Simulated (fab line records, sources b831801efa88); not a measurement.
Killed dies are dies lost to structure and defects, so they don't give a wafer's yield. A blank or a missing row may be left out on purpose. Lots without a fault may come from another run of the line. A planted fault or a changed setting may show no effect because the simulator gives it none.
fab line records | flow sky130
record lots=5 wafers=15 last_day=50
route steps=708 shown RES_PROTECT@207 POLY_GATE@213 LDD_N@237
lots that met no fault: from a run of the same line without faults
start_h: hours from the record's first day to the start of the lot's first wafer shown | wait_h: hours since the lot's step before | " the same as in the row above | L1.1+2: a row that stands for several wafers | - no value, or no start given | * or withheld: withheld | < > ~ a bound
route shown NAME@n: a module of which the file shows steps, and the number in the route of the first | usual: mean/standard deviation of fault-free wafers | same: alike in all rows | chamber/n: place in a boat | sites: the reading at each site | _std_site: their standard deviation | _edge_site: outer sites' mean less inner sites' | radius_mm: how far each site lies from the wafer's centre | mask NAME#n: copy n | behind: the tool/chamber that last shaped the wafer | hold: why the lot was held/for how many hours/how that ended | device: the transistor (n, p or np) that didn't switch | end of line: the same wafers' tests at the end of the route | a step without rows: its recipe alone | killed: dies lost to structure and defects at the first sort, not the wafer's yield | map: a wafer's dies, x killed, . not, _ none there
set.NAME: the setting as run; set.NAME@STEP: as run at that earlier step | model.NAME: the simulator's own value behind a step, which no gauge read
lots at some steps of the route; a table a step, a row a wafer
services: from which hour (start_h, from the record's first day; less than 0 if before it) a tool's chamber was out of use, for how many hours, and why
## steps
# step SKY_RES_PROTECT_HMDS_01
# recipe prime_time_s=60 prime_temp_c=120
# columns lot.wafer tool chamber start_h wait_h
L076.1+4+5 litho_track-04 0 361.94 0.1
L082.2+4+5 litho_track-03 0 395.79 0.1
L088.3+5+6 litho_track-03 0 446.91 0.1
L095.2+3+4 litho_track-01 0 509.30 0.1
L097.1+2+4 litho_track-03 0 523.81 0.1
# step SKY_RES_PROTECT_COAT_02
# recipe resist=NOVOLAK spin_rpm=3000 resist_thk_nm=1140
# columns lot.wafer tool chamber start_h wait_h
L076.1+4+5 litho_track-04 0 362.09 0.1
L082.2+4+5 litho_track-03 0 395.94 0.1
L088.3+5+6 litho_track-03 0 447.06 0.1
L095.2+3+4 litho_track-01 0 509.45 0.1
L097.1+2+4 litho_track-03 0 523.96 0.1
# step SKY_RES_PROTECT_SOFTBAKE_03
# recipe temp_c=90 time_s=60 resist=NOVOLAK
# same time_s=60
# columns lot.wafer tool chamber start_h wait_h
L076.1+4+5 litho_track-04 0 362.24 0.1
L082.2+4+5 litho_track-03 0 396.09 0.1
L088.3+5+6 litho_track-03 0 447.21 0.1
L095.2+3+4 litho_track-01 0 509.60 0.1
L097.1+2+4 litho_track-03 0 524.11 0.1
# step SKY_RES_PROTECT_EXPOSE_04
# recipe mask_id=RPM na=0.6 source_shape=conventional sigma_outer=0.6 polarization=unpolarized target_cd_nm=1270 dose_mj=131
# columns lot.wafer tool chamber start_h wait_h mask
L076.1+4+5 iline_stepper-01 0 - - RPM#0
L082.2+4+5 iline_stepper-02 0 - - RPM#0
L088.3+5+6 iline_stepper-02 0 - - RPM#0
L095.2+3+4 iline_stepper-02 0 - - RPM#0
L097.1+2+4 iline_stepper-01 0 - - RPM#0
# step SKY_RES_PROTECT_PEB_05
# recipe temp_c=withheld time_s=* resist=NOVOLAK
# same time_s=*
# columns lot.wafer tool chamber start_h wait_h
L076.1+4+5 litho_track-03 0 - -
L082.2+4+5 litho_track-04 0 - -
L088.3+5+6 litho_track-03 0 - -
L095.2+3+4 litho_track-01 0 - -
L097.1+2+4 litho_track-01 0 - -
# step SKY_RES_PROTECT_DEVELOP_06
# recipe resist=NOVOLAK developer=TMAH develop_time_s=60 dev_temp_c=23
# columns lot.wafer tool chamber start_h wait_h
L076.1+4+5 litho_track-03 0 376.01 0.1
L082.2+4+5 litho_track-04 0 411.02 0.1
L088.3+5+6 litho_track-03 0 462.51 0.1
L095.2+3+4 litho_track-01 0 525.30 0.1
L097.1+2+4 litho_track-01 0 538.68 0.1
# step SKY_POLY_GATE_IMPLANT_02
# recipe species=P energy_kev=30 dose_cm2=7.7e+15 tilt_deg=0
# columns lot.wafer tool chamber start_h wait_h
L076.1+4+5 implanter-04 0 376.16 0.1
L082.2+4+5 implanter-03 0 411.17 0.1
L088.3+5+6 implanter-04 0 462.66 0.1
L095.2+3+4 implanter-02 0 525.45 0.1
L097.1+2+4 implanter-04 0 538.83 0.1
# step SKY_RES_PROTECT_STRIP_07
# recipe chemistry=O2/N2 power_w=1400 pressure_mtorr=1500 platen_temp_c=withheld o2_flow_sccm=3000 n2_flow_sccm=300 overash_fraction=0.5
# usual drypump_motor_current_A=5.5/0.35 oes_product_au=0.517/0.0045 strip_time_to_endpoint_s=23.30/0.046
# same overash_fraction=0.5
# columns lot.wafer tool chamber start_h wait_h drypump_motor_current_A oes_product_au rf_hours_counter_h strip_time_to_endpoint_s
L076.1 plasma_asher-02 1 376.31 0.1 5.9 0.518 68 23.35
L076.4 " 1 " " 5.9 0.522 - 23.37
L076.5 " 1 " " 5.9 0.521 - 23.36
L082.2 plasma_asher-03 1 411.29 0.1 6.2 0.525 61 23.33
L082.4 " 0 " " 5.3 0.520 - 23.32
L082.5 " 0 " " 5.3 0.522 - 23.34
L088.3 plasma_asher-01 0 462.79 0.1 5.4 0.515 - 23.26
L088.5 " 1 " " 5.3 0.519 - 23.30
L088.6 " 0 " " 5.4 0.511 - 23.28
L095.2 plasma_asher-03 1 525.58 0.1 6.2 0.522 70 23.29
L095.3 " 0 " " 5.3 0.513 - 23.25
L095.4 " 1 " " 6.2 0.521 - 23.23
L097.1 plasma_asher-03 1 538.98 0.1 6.2 0.512 72 23.27
L097.2 " 0 " " 5.2 0.512 72 23.32
L097.4 " 0 " " 5.3 0.511 - 23.35
# step SKY_RES_PROTECT_TW_MEAS_08
# usual POLY_GATE_TW=4028/53
# columns lot.wafer tool chamber start_h wait_h POLY_GATE_TW
L076.1 film_metro-02 - 376.41 0.1 4001
L076.4 " - " " 4021
L076.5 " - " " 4035
L082.2 film_metro-02 - 411.40 0.1 4001
L082.4 " - " " 3998
L082.5 " - " " 3983
L088.3 film_metro-02 - 462.88 0.1 4006
L088.5 " - " " 3999
L088.6 " - " " 3994
L095.2 film_metro-03 - 525.69 0.1 3986
L095.3 " - " " 3992
L095.4 " - " " 3991
L097.1 film_metro-03 - 539.08 0.1 3988
L097.2 " - " " 3998
L097.4 " - " " 3985
# step SKY_RES_PROTECT_CLEAN_09
# recipe chemistry=SC1/SC2 mix=1:4:20 temp_c=70 time_s=150 dry=n2_spin
# same time_s=150
# columns lot.wafer tool chamber start_h wait_h
L076.1+4+5 wet_bench-02 0 376.47 0.1
L082.2+4+5 wet_bench-02 3 411.45 0.0
L088.3+5+6 wet_bench-04 3 462.92 0.0
L095.2+3+4 wet_bench-04 3 525.74 0.0
L097.1+2+4 wet_bench-02 1 539.14 0.1
# step SKY_POLY_GATE_CVD_03
# recipe material=Si3N4 precursor=DCS/NH3 target_thk_nm=75 temp_c=770 time_s=1290 pressure_mtorr=250
# usual spike_tc_top_C=784.0/1.1 zone_power_bottom_pct=20/3.4 zone_power_upper_pct=12.48/0.28
# same time_s=1290
# columns lot.wafer tool chamber start_h wait_h spike_tc_top_C zone_power_bottom_pct zone_power_upper_pct
L076.1 lpcvd-02 0 378.14 1.6 784.2 17 12.30
L076.4 " 0 " " 783.4 18 12.28
L076.5 " 0 " " 784.9 18 12.26
L082.2 lpcvd-02 0 412.47 1.0 784.0 17 12.30
L082.4 " 0 " " 784.2 18 12.21
L082.5 " 0 " " 784.6 17 12.40
L088.3 lpcvd-02 0 462.97 0.0 782.8 18 12.34
L088.5 " 0 " " 783.2 18 12.31
L088.6 " 0 " " 784.6 17 12.22
L095.2 lpcvd-02 0 525.79 0.0 785.6 18 12.12
L095.3 " 0 " " 784.9 17 12.27
L095.4 " 0 " " 783.3 18 12.02
L097.1 lpcvd-02 0 539.19 0.0 784.4 18 12.61
L097.2 " 0 " " 784.4 17 12.38
L097.4 " 0 " " 785.4 17 12.28
# step SKY_POLY_GATE_THK_MEAS_04
# recipe reads=Si3N4_of_POLY_GATE_CVD_03
# usual POLY_GATE_CVD_03_THK=74.7/0.67
# columns lot.wafer tool chamber start_h wait_h POLY_GATE_CVD_03_THK[nm]
L076.1 film_metro-01 - 380.18 0.0 74.8
L076.4 " - " " 74.1
L076.5 " - " " 74.9
L082.2 film_metro-03 - 413.83 0.0 74.4
L082.4 " - " " 74.5
L082.5 " - " " 75.0
L088.3 film_metro-02 - 464.35 0.0 74.8
L088.5 " - " " 75.3
L088.6 " - " " 75.8
L095.2 film_metro-03 - 527.16 0.0 74.8
L095.3 " - " " 74.5
L095.4 " - " " 75.3
L097.1 film_metro-01 - 540.55 0.0 73.5
L097.2 " - " " 73.4
L097.4 " - " " 73.7
# step SKY_POLY_GATE_DEHYDRATE_05
# recipe temp_c=200 time_s=60
# same time_s=60
# columns lot.wafer tool chamber start_h wait_h
L076.1+4+5 litho_track-01 0 393.48 13.3
L082.2+4+5 litho_track-02 0 428.57 14.7
L088.3+5+6 litho_track-01 0 478.93 14.6
L095.2+3+4 litho_track-02 0 541.07 13.9
L097.1+2+4 litho_track-02 0 555.54 15.0
# step SKY_POLY_GATE_HMDS_06
# recipe prime_time_s=60 prime_temp_c=120
# columns lot.wafer tool chamber start_h wait_h
L076.1+4+5 litho_track-01 0 393.63 0.1
L082.2+4+5 litho_track-02 0 428.72 0.1
L088.3+5+6 litho_track-01 0 479.08 0.1
L095.2+3+4 litho_track-02 0 541.22 0.1
L097.1+2+4 litho_track-02 0 555.69 0.1
# step SKY_POLY_GATE_COAT_07
# recipe resist=BARC temp_c=withheld time_s=withheld spin_rpm=3000 resist_thk_nm=110
# columns lot.wafer tool chamber start_h wait_h
L076.1+4+5 litho_track-01 0 393.78 0.1
L082.2+4+5 litho_track-02 0 428.87 0.1
L088.3+5+6 litho_track-01 0 479.23 0.1
L095.2+3+4 litho_track-02 0 541.37 0.1
L097.1+2+4 litho_track-02 0 555.84 0.1
# step SKY_POLY_GATE_COAT_08
# recipe resist=KrF-thick spin_rpm=3000 resist_thk_nm=450
# columns lot.wafer tool chamber start_h wait_h
L076.1+4+5 litho_track-01 0 - -
L082.2+4+5 litho_track-02 0 - -
L088.3+5+6 litho_track-01 0 - -
L095.2+3+4 litho_track-02 0 - -
L097.1+2+4 litho_track-02 0 - -
# step SKY_POLY_GATE_SOFTBAKE_09
# recipe temp_c=100 time_s=90 resist=KrF-thick
# same time_s=90
# columns lot.wafer tool chamber start_h wait_h
L076.1+4+5 litho_track-01 0 - -
L082.2+4+5 litho_track-02 0 - -
L088.3+5+6 litho_track-01 0 - -
L095.2+3+4 litho_track-02 0 - -
L097.1+2+4 litho_track-02 0 - -
# step SKY_POLY_GATE_EXPOSE_10
# recipe mask_id=P1M na=0.68 source_shape=conventional sigma_outer=0.6 target_cd_nm=150 dose_mj=28
# columns lot.wafer tool chamber start_h wait_h mask
L076.1+4+5 krf_scanner-01 0 - - P1M#0
L082.2+4+5 krf_scanner-02 0 - - P1M#0
L088.3+5+6 krf_scanner-01 0 - - P1M#0
L095.2+3+4 krf_scanner-01 0 - - P1M#0
L097.1+2+4 krf_scanner-01 0 - - P1M#0
# step SKY_POLY_GATE_PEB_11
# recipe peb_temp_c=withheld peb_time_s=withheld resist=KrF-thick
# columns lot.wafer tool chamber start_h wait_h
L076.1+4+5 litho_track-03 0 - -
L082.2+4+5 litho_track-02 0 - -
L088.3+5+6 litho_track-02 0 - -
L095.2+3+4 litho_track-02 0 - -
L097.1+2+4 litho_track-02 0 - -
# step SKY_POLY_GATE_DEVELOP_12
# recipe develop_time_s=60 resist=KrF-thick dev_temp_c=21
# columns lot.wafer tool chamber start_h wait_h
L076.1+4+5 litho_track-03 0 - -
L082.2+4+5 litho_track-02 0 - -
L088.3+5+6 litho_track-02 0 - -
L095.2+3+4 litho_track-02 0 - -
L097.1+2+4 litho_track-02 0 - -
# step SKY_POLY_GATE_CD_MEAS_13
# recipe target_cd_nm=150
# usual cd_nm=150.1/1.4
# columns lot.wafer tool chamber start_h wait_h cd_nm
L076.1 cd_sem-02 - 409.36 - 153.3
L076.4 " - " " 152.3
L076.5 " - " " 152.5
L082.2 cd_sem-01 - 444.36 - 151.4
L082.4 " - " " 149.7
L082.5 " - " " 150.9
L088.3 cd_sem-01 - 495.48 - 150.1
L088.5 " - " " 149.7
L088.6 " - " " 150.1
L095.2 cd_sem-02 - 557.06 - 151.8
L095.3 " - " " 150.9
L095.4 " - " " 151.9
L097.1 cd_sem-02 - 570.24 - 151.3
L097.2 " - " " 149.4
L097.4 " - " " 150.0
# step SKY_POLY_GATE_OVL_MEAS_14
# usual POLY_GATE_OVL=0/4.9
# columns lot.wafer tool chamber start_h wait_h POLY_GATE_OVL[nm]
L076.1 overlay-01 - 409.50 0.1 -2
L076.4 " - " " -7
L076.5 " - " " -8
L082.2 overlay-01 - 444.47 0.1 4
L082.4 " - " " 6
L082.5 " - " " 3
L088.3 overlay-01 - 495.57 0.1 0
L088.5 " - " " -1
L088.6 " - " " 1
L095.2 overlay-02 - 557.17 0.1 -7
L095.3 " - " " 2
L095.4 " - " " -3
L097.1 overlay-02 - 570.36 0.1 -3
L097.2 " - " " 3
L097.4 " - " " -13
# step SKY_POLY_GATE_ETCH_15
# recipe chemistry=N2/H2 target=BARC ion_energy_ev=200 source_w=500 bias_w=100 pressure_mtorr=30 n2_flow_sccm=100 h2_flow_sccm=200 stop_on=SiO2 time_s=118.5 target_depth_a=1100
# usual drypump_motor_current_A=5.8/0.47 oes_product_au=0.716/0.0044 throttle_valve_pct=13.212/0.0091
# same time_s=118.5
# columns lot.wafer tool chamber start_h wait_h drypump_motor_current_A oes_product_au rf_hours_counter_h throttle_valve_pct
L076.1 rie_diel-04 2 409.53 0.0 6.2 0.716 34 13.199
L076.4 " 0 " " 5.8 0.710 1 13.228
L076.5 " 2 " " 6.2 0.718 - 13.220
L082.2 rie_diel-01 2 444.50 0.0 6.1 0.713 6 13.224
L082.4 " 0 " " 6.7 0.713 7 13.212
L082.5 " 3 " " 5.1 0.720 - 13.194
L088.3 rie_diel-02 2 495.60 0.0 5.6 0.719 4 13.221
L088.5 " 3 " " 5.8 0.716 - 13.216
L088.6 " 0 " " 5.1 0.720 - 13.207
L095.2 rie_diel-01 2 557.20 0.0 6.1 0.711 8 13.206
L095.3 " 3 " " 5.1 0.725 11 13.209
L095.4 " 0 " " 6.7 0.719 10 13.218
L097.1 rie_diel-01 1 570.40 0.0 6.0 0.717 25 13.211
L097.2 " 0 " " 6.7 0.717 10 13.218
L097.4 " 2 " " 6.1 0.721 9 13.204
# step SKY_POLY_GATE_ETCH_16
# recipe stop_on=poly-Si chemistry=CH3F/O2 target=Si3N4 source_w=400 bias_w=80 pressure_mtorr=25 ch3f_flow_sccm=40 O2_flow_sccm=30 time_s=147.5 target_depth_a=750
# usual drypump_motor_current_A=5.8/0.47 oes_product_au=0.640/0.0049 throttle_valve_pct=10.535/0.01
# same time_s=147.5
# columns lot.wafer tool chamber start_h wait_h drypump_motor_current_A oes_product_au rf_hours_counter_h throttle_valve_pct
L076.1 rie_diel-04 2 409.62 0.0 6.3 0.638 34 10.538
L076.4 " 0 " " 5.8 0.644 1 10.536
L076.5 " 2 " " 6.2 0.642 - 10.520
L082.2 rie_diel-01 2 444.58 0.0 6.2 0.642 6 10.525
L082.4 " 0 " " 6.7 0.641 8 10.522
L082.5 " 3 " " 5.1 0.646 - 10.527
L088.3 rie_diel-02 2 495.68 0.0 5.6 0.632 4 10.544
L088.5 " 3 " " 5.8 0.639 - 10.534
L088.6 " 0 " " 5.1 0.641 - 10.540
L095.2 rie_diel-01 2 557.28 0.0 6.2 0.641 8 10.524
L095.3 " 3 " " 5.1 0.634 11 10.545
L095.4 " 0 " " 6.7 0.643 10 10.548
L097.1 rie_diel-01 1 570.48 0.0 6.0 0.633 25 10.520
L097.2 " 0 " " 6.7 0.638 10 10.524
L097.4 " 2 " " 6.2 0.644 9 10.535
# step SKY_POLY_GATE_ETCH_17
# recipe target_depth_nm=180 stop_on=SiO2 over_etch_frac=0.56667 chemistry=HBr/Cl2 target=poly-Si icp_w=400 bias_w=100 pressure_mtorr=10 HBr_flow_sccm=150 Cl2_flow_sccm=50 time_s=70.5
# usual drypump_motor_current_A=5.9/0.33 oes_product_au=0.988/0.0078 throttle_valve_pct=33.683/0.0091
# same over_etch_frac=0.56667 time_s=70.5
# columns lot.wafer tool chamber start_h wait_h drypump_motor_current_A oes_product_au rf_hours_counter_h throttle_valve_pct
L076.1 rie_si-02 1 409.72 0.0 6.2 0.991 5 33.689
L076.4 " 3 " " 5.8 0.998 72 33.687
L076.5 " 0 " " 5.7 0.998 - 33.689
L082.2 rie_si-02 1 444.68 0.0 6.2 0.980 5 33.678
L082.4 " 2 " " 6.3 0.986 - 33.685
L082.5 " 0 " " 5.7 0.995 - 33.677
L088.3 rie_si-02 1 495.78 0.0 6.2 0.976 6 33.691
L088.5 " 2 " " 6.3 0.997 - 33.682
L088.6 " 3 " " 5.8 0.996 - 33.691
L095.2 rie_si-01 2 557.38 0.0 5.8 0.991 6 33.672
L095.3 " 0 " " 5.1 0.989 4 33.695
L095.4 " 1 " " 5.9 0.992 0 33.691
L097.1 rie_si-02 0 570.58 0.0 5.7 0.985 0 33.685
L097.2 " 3 " " 5.8 1.002 1 33.689
L097.4 " 1 " " 6.2 0.981 6 33.671
# step SKY_POLY_GATE_STRIP_18
# recipe chemistry=O2/N2 power_w=1400 pressure_mtorr=1500 platen_temp_c=withheld o2_flow_sccm=3000 n2_flow_sccm=300 overash_fraction=0.5
# usual drypump_motor_current_A=5.4/0.43 oes_product_au=0.359/0.0046 strip_time_to_endpoint_s=3.15/0.035
# same overash_fraction=0.5
# columns lot.wafer tool chamber start_h wait_h drypump_motor_current_A oes_product_au rf_hours_counter_h strip_time_to_endpoint_s
L076.1 plasma_asher-02 0 409.77 0.0 5.2 0.360 71 3.18
L076.4 " 1 " " 5.9 0.352 - 3.15
L076.5 " 1 " " 5.9 0.357 - 3.12
L082.2 plasma_asher-03 1 444.74 0.0 6.2 0.355 65 3.14
L082.4 " 1 " " 6.2 0.364 - 3.12
L082.5 " 1 " " 6.2 0.349 - 3.14
L088.3 plasma_asher-04 0 495.87 0.1 5.5 0.350 - 3.14
L088.5 " 1 " " 4.9 0.357 - 3.13
L088.6 " 0 " " 5.5 0.366 - 3.11
L095.2 plasma_asher-04 1 557.43 0.0 4.9 0.352 45 3.14
L095.3 " 0 " " 5.5 0.352 - 3.18
L095.4 " 1 " " 4.9 0.366 - 3.22
L097.1 plasma_asher-04 0 570.63 0.0 5.5 0.362 46 3.16
L097.2 " 1 " " 4.9 0.355 46 3.15
L097.4 " 1 " " 4.9 0.361 - 3.15
# step SKY_POLY_GATE_CLEAN_19
# recipe chemistry=SC1/SC2 mix=1:4:20 temp_c=70 time_s=150 dry=n2_spin
# same time_s=150
# columns lot.wafer tool chamber start_h wait_h
L076.1+4+5 wet_bench-01 0 409.87 0.1
L082.2+4+5 wet_bench-03 0 444.84 0.1
L088.3+5+6 wet_bench-01 0 495.94 0.0
L095.2+3+4 wet_bench-04 3 557.53 0.1
L097.1+2+4 wet_bench-03 0 570.73 0.1
# step SKY_POLY_GATE_OXIDATION_20
# recipe temp_c=850 ambient=O2 stabilise_s=600 purge_s=300 target_thk_a=40 ox_time_s=899
# usual spike_tc_top_C=860.0/1.1 zone_power_bottom_pct=23.6/0.34 zone_power_upper_pct=16.0/1.1
# columns lot.wafer tool chamber start_h wait_h spike_tc_top_C zone_power_bottom_pct zone_power_upper_pct
L076.1 furnace-01 0 410.07 0.1 861.1 23.5 14.6
L076.4 " 0 " " 858.3 23.3 14.1
L076.5 " 0 " " 860.6 23.3 14.5
L082.2 furnace-02 0 445.87 1.0 861.0 23.5 16.5
L082.4 " 0 " " 858.7 23.8 16.7
L082.5 " 0 " " 860.3 23.4 16.4
L088.3 furnace-02 0 495.99 0.0 858.5 23.5 16.7
L088.5 " 0 " " 860.5 23.6 16.6
L088.6 " 0 " " 858.5 23.6 16.9
L095.2 furnace-02 0 557.59 0.0 859.8 23.8 16.8
L095.3 " 0 " " 859.5 24.1 16.6
L095.4 " 0 " " 861.3 23.8 17.0
L097.1 furnace-02 0 571.28 0.5 859.9 23.5 16.5
L097.2 " 0 " " 860.3 23.9 16.7
L097.4 " 0 " " 858.8 23.7 16.5
# step SKY_POLY_GATE_THK_MEAS_21
# recipe reads=SiO2_of_POLY_GATE_OXIDATION_20
# usual POLY_GATE_OXIDATION_THK=4.05/0.065
# columns lot.wafer tool chamber start_h wait_h POLY_GATE_OXIDATION_THK[nm]
L076.1 film_metro-03 - 411.32 0.0 4.04
L076.4 " - " " 3.97
L076.5 " - " " 4.11
L082.2 film_metro-02 - 447.13 0.0 4.07
L082.4 " - " " 4.07
L082.5 " - " " 4.06
L088.3 film_metro-01 - 497.26 0.0 4.07
L088.5 " - " " 3.98
L088.6 " - " " 4.12
L095.2 film_metro-02 - 558.85 0.0 4.06
L095.3 " - " " 4.01
L095.4 " - " " 3.99
L097.1 film_metro-03 - 572.53 0.0 4.04
L097.2 " - " " 4.05
L097.4 " - " " 4.09
# step SKY_POLY_GATE_CD_MEAS_22
# usual cd_nm=149.7/2.5
# columns lot.wafer tool chamber start_h wait_h cd_nm
L076.1 cd_sem-02 - 411.38 0.1 151.3
L076.4 " - " " 149.2
L076.5 " - " " 153.4
L082.2 cd_sem-01 - 447.21 0.1 151.3
L082.4 " - " " 149.4
L082.5 " - " " 148.0
L088.3 cd_sem-02 - 497.36 0.1 148.3
L088.5 " - " " 148.0
L088.6 " - " " 149.5
L095.2 cd_sem-01 - 558.93 0.1 151.5
L095.3 " - " " 148.5
L095.4 " - " " 155.2
L097.1 cd_sem-02 - 572.71 0.2 153.2
L097.2 " - " " 149.8
L097.4 " - " " 147.8
# step SKY_LDD_N_DEHYDRATE_00
# recipe temp_c=200 time_s=60
# same time_s=60
# columns lot.wafer tool chamber start_h wait_h
L076.1+4+5 litho_track-04 0 426.59 15.2
L082.2+4+5 litho_track-02 0 462.17 14.9
L088.3+5+6 litho_track-04 0 511.99 14.6
L095.2+3+4 litho_track-01 0 573.05 14.1
L097.1+2+4 litho_track-04 0 586.89 14.2
# step SKY_LDD_N_HMDS_01
# recipe prime_time_s=60 prime_temp_c=120
# columns lot.wafer tool chamber start_h wait_h
L076.1+4+5 litho_track-04 0 426.74 0.1
L082.2+4+5 litho_track-02 0 462.32 0.1
L088.3+5+6 litho_track-04 0 512.14 0.1
L095.2+3+4 litho_track-01 0 573.20 0.1
L097.1+2+4 litho_track-04 0 587.04 0.1
# step SKY_LDD_N_COAT_02
# recipe resist=NOVOLAK spin_rpm=3000 resist_thk_nm=300
# columns lot.wafer tool chamber start_h wait_h
L076.1+4+5 litho_track-04 0 426.89 0.1
L082.2+4+5 litho_track-02 0 462.47 0.1
L088.3+5+6 litho_track-04 0 512.29 0.1
L095.2+3+4 litho_track-01 0 573.35 0.1
L097.1+2+4 litho_track-04 0 587.19 0.1
# step SKY_LDD_N_SOFTBAKE_03
# recipe temp_c=90 time_s=60 resist=NOVOLAK
# same time_s=60
# columns lot.wafer tool chamber start_h wait_h
L076.1+4+5 litho_track-04 0 427.04 0.1
L082.2+4+5 litho_track-02 0 462.62 0.1
L088.3+5+6 litho_track-04 0 512.44 0.1
L095.2+3+4 litho_track-01 0 573.50 0.1
L097.1+2+4 litho_track-04 0 587.34 0.1
# step SKY_LDD_N_EXPOSE_04
# recipe mask_id=NTM target_cd_nm=840 na=0.6 source_shape=conventional sigma_outer=0.6 dose_mj=110
# columns lot.wafer tool chamber start_h wait_h mask
L076.1+4+5 iline_stepper-01 0 - - NTM#0
L082.2+4+5 iline_stepper-02 0 - - NTM#0
L088.3+5+6 iline_stepper-02 0 - - NTM#0
L095.2+3+4 iline_stepper-01 0 - - NTM#0
L097.1+2+4 iline_stepper-01 0 - - NTM#0
# step SKY_LDD_N_PEB_05
# recipe temp_c=withheld time_s=* resist=NOVOLAK
# same time_s=*
# columns lot.wafer tool chamber start_h wait_h
L076.1+4+5 litho_track-04 0 - -
L082.2+4+5 litho_track-04 0 - -
L088.3+5+6 litho_track-02 0 - -
L095.2+3+4 litho_track-02 0 - -
L097.1+2+4 litho_track-02 0 - -
# step SKY_LDD_N_DEVELOP_06
# recipe develop_time_s=60 dev_temp_c=23
# columns lot.wafer tool chamber start_h wait_h
L076.1+4+5 litho_track-04 0 441.79 0.1
L082.2+4+5 litho_track-04 0 477.47 0.1
L088.3+5+6 litho_track-02 0 527.59 0.1
L095.2+3+4 litho_track-02 0 588.57 0.1
L097.1+2+4 litho_track-02 0 601.04 0.1
# step SKY_LDD_N_OVL_MEAS_07
# usual LDD_N_OVL=-0.7/1.4
# columns lot.wafer tool chamber start_h wait_h LDD_N_OVL[nm]
L076.1 overlay-01 - 441.94 0.1 -2.5
L076.4 " - " " 0.0
L076.5 " - " " 1.3
L082.2 overlay-02 - 477.60 0.1 -0.4
L082.4 " - " " -1.1
L082.5 " - " " -0.8
L088.3 overlay-02 - 527.70 0.1 -1.4
L088.5 " - " " -1.6
L088.6 " - " " -2.7
L095.2 overlay-02 - 588.70 0.1 -2.3
L095.3 " - " " -0.7
L095.4 " - " " -1.8
L097.1 overlay-01 - 601.19 0.1 0.5
L097.2 " - " " 1.1
L097.4 " - " " 1.7
# step SKY_LDD_N_IMPLANT_08
# recipe species=As energy_kev=20 dose_cm2=7.5e+13 tilt_deg=withheld rotation_deg=23
# columns lot.wafer tool chamber start_h wait_h
L076.1+4+5 implanter-03 0 441.98 0.0
L082.2+4+5 implanter-01 0 477.65 0.0
L088.3+5+6 implanter-04 0 527.78 0.1
L095.2+3+4 implanter-01 0 588.75 0.0
L097.1+2+4 implanter-01 0 601.23 0.0
# step SKY_LDD_N_IMPLANT_09
# recipe species=As energy_kev=20 dose_cm2=7.5e+13 tilt_deg=withheld rotation_deg=113
# columns lot.wafer tool chamber start_h wait_h
L076.1+4+5 implanter-03 0 442.13 0.1
L082.2+4+5 implanter-01 0 477.80 0.1
L088.3+5+6 implanter-04 0 527.93 0.1
L095.2+3+4 implanter-01 0 588.90 0.1
L097.1+2+4 implanter-01 0 601.38 0.1
# step SKY_LDD_N_IMPLANT_10
# recipe species=As energy_kev=20 dose_cm2=7.5e+13 tilt_deg=withheld rotation_deg=203
# columns lot.wafer tool chamber start_h wait_h
L076.1+4+5 implanter-03 0 442.28 0.1
L082.2+4+5 implanter-01 0 477.95 0.1
L088.3+5+6 implanter-04 0 528.08 0.1
L095.2+3+4 implanter-01 0 589.05 0.1
L097.1+2+4 implanter-01 0 601.53 0.1
# step SKY_LDD_N_IMPLANT_11
# recipe species=As energy_kev=20 dose_cm2=7.5e+13 tilt_deg=withheld rotation_deg=293
# columns lot.wafer tool chamber start_h wait_h
L076.1+4+5 implanter-03 0 442.43 0.1
L082.2+4+5 implanter-01 0 478.10 0.1
L088.3+5+6 implanter-04 0 528.23 0.1
L095.2+3+4 implanter-01 0 589.20 0.1
L097.1+2+4 implanter-01 0 601.68 0.1
# step SKY_LDD_N_IMPLANT_12
# recipe species=BF2 energy_kev=50 dose_cm2=5e+12 tilt_deg=30 rotation_deg=0
# columns lot.wafer tool chamber start_h wait_h
L076.1+4+5 implanter-03 0 442.58 0.1
L082.2+4+5 implanter-01 0 478.25 0.1
L088.3+5+6 implanter-04 0 528.38 0.1
L095.2+3+4 implanter-01 0 589.35 0.1
L097.1+2+4 implanter-01 0 601.83 0.1
# step SKY_LDD_N_IMPLANT_13
# recipe species=BF2 energy_kev=50 dose_cm2=5e+12 tilt_deg=30 rotation_deg=90
# columns lot.wafer tool chamber start_h wait_h
L076.1+4+5 implanter-03 0 442.73 0.1
L082.2+4+5 implanter-01 0 478.40 0.1
L088.3+5+6 implanter-04 0 528.53 0.1
L095.2+3+4 implanter-01 0 589.50 0.1
L097.1+2+4 implanter-01 0 601.98 0.1
# step SKY_LDD_N_IMPLANT_14
# recipe species=BF2 energy_kev=50 dose_cm2=5e+12 tilt_deg=30 rotation_deg=180
# columns lot.wafer tool chamber start_h wait_h
L076.1+4+5 implanter-03 0 442.88 0.1
L082.2+4+5 implanter-01 0 478.55 0.1
L088.3+5+6 implanter-04 0 528.68 0.1
L095.2+3+4 implanter-01 0 589.65 0.1
L097.1+2+4 implanter-01 0 602.13 0.1
# step SKY_LDD_N_IMPLANT_15
# recipe species=BF2 energy_kev=50 dose_cm2=5e+12 tilt_deg=30 rotation_deg=270
# columns lot.wafer tool chamber start_h wait_h
L076.1+4+5 implanter-03 0 443.03 0.1
L082.2+4+5 implanter-01 0 478.70 0.1
L088.3+5+6 implanter-04 0 528.83 0.1
L095.2+3+4 implanter-01 0 589.80 0.1
L097.1+2+4 implanter-01 0 602.28 0.1
## services
# columns tool chamber start_h hours kind
implanter-01 - 352.50 4.6 pm
rie_diel-01 0 388.06 1.6 repair
implanter-03 - 389.65 7.5 repair
iline_stepper-01 - 396.18 1.7 pm
implanter-04 - 410.01 34.5 pm
implanter-03 - 410.02 1.0 repair
iline_stepper-02 - 426.56 1.7 pm
iline_stepper-02 - 433.26 4.4 pm
iline_stepper-01 - 437.45 9.5 repair
rie_diel-01 0 450.41 2.8 repair
implanter-01 - 469.95 4.6 repair
rie_diel-01 1 499.90 31.5 repair
rie_diel-01 2 502.18 4.5 repair
iline_stepper-02 - 527.66 5.2 repair
iline_stepper-02 - 534.55 0.7 repair
implanter-01 - 539.67 3.8 repair
implanter-03 - 540.05 4.8 repair
rie_diel-01 2 554.16 1.5 repair
implanter-04 - 560.78 3.6 repair
rie_diel-01 - 574.10 0.2 repair
implanter-04 - 581.94 5.7 repair
rie_diel-01 1 584.00 2.7 repair
iline_stepper-02 - 584.58 4.5 repair
iline_stepper-01 - 589.10 2.1 pm
## key
fault none
